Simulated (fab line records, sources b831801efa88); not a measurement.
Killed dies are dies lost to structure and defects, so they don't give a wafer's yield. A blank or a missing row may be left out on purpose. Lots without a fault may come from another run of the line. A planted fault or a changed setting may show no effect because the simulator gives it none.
Chamber matching | flow sky130 | SKY_FIELD_ISO_ETCH_17 on rie_si-01: 4 sister chambers
The step etches Si in HBr/Cl2/O2, target depth 342 nm, time 97.7 s. 4 wafers are shown with their chamber, then 6 later ones without.

WAFERS WITH THEIR CHAMBER
wafer  | chamber | drypump_motor_current_A (A)
L546.3 | 0       | 5.7
L546.6 | 1       | 5.4
L550.2 | 3       | 5.9
L550.3 | 2       | 5.2

WAFERS WITHOUT THEIR CHAMBER
wafer  | drypump_motor_current_A (A)
L550.4 | 5.4
L551.2 | 5.7
L551.6 | 5.1
L553.2 | 5.7
L553.4 | 5.3
L553.5 | 5.3

WHICH CHAMBER EACH WENT THROUGH
wafer  | from the rows above     | in truth
L550.4 | 1                       | 1
L551.2 | 0                       | 0
L551.6 | 2                       | 2
L553.2 | 0                       | 0
L553.4 | can't be placed: 2 or 1 | 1
L553.5 | can't be placed: 2 or 1 | 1
Placed correctly: 4 of 6. Can't be placed from these rows: 2 (the true chamber is among the candidates in 2). Placed wrongly: 0.
How it was worked out, from the rows above alone: a wafer's distance from a chamber is the root of the sum, over the readings, of the square of ((its reading less the chamber's mean) divided by the reading's scatter). The wafer belongs to the nearest chamber; if the next one is less than 2 further off, it can't be placed. A chamber's mean is the mean of its shown wafers. The scatter: with one shown wafer a chamber, the root of the mean of the squares of how far each hidden wafer lies from its nearest shown one.
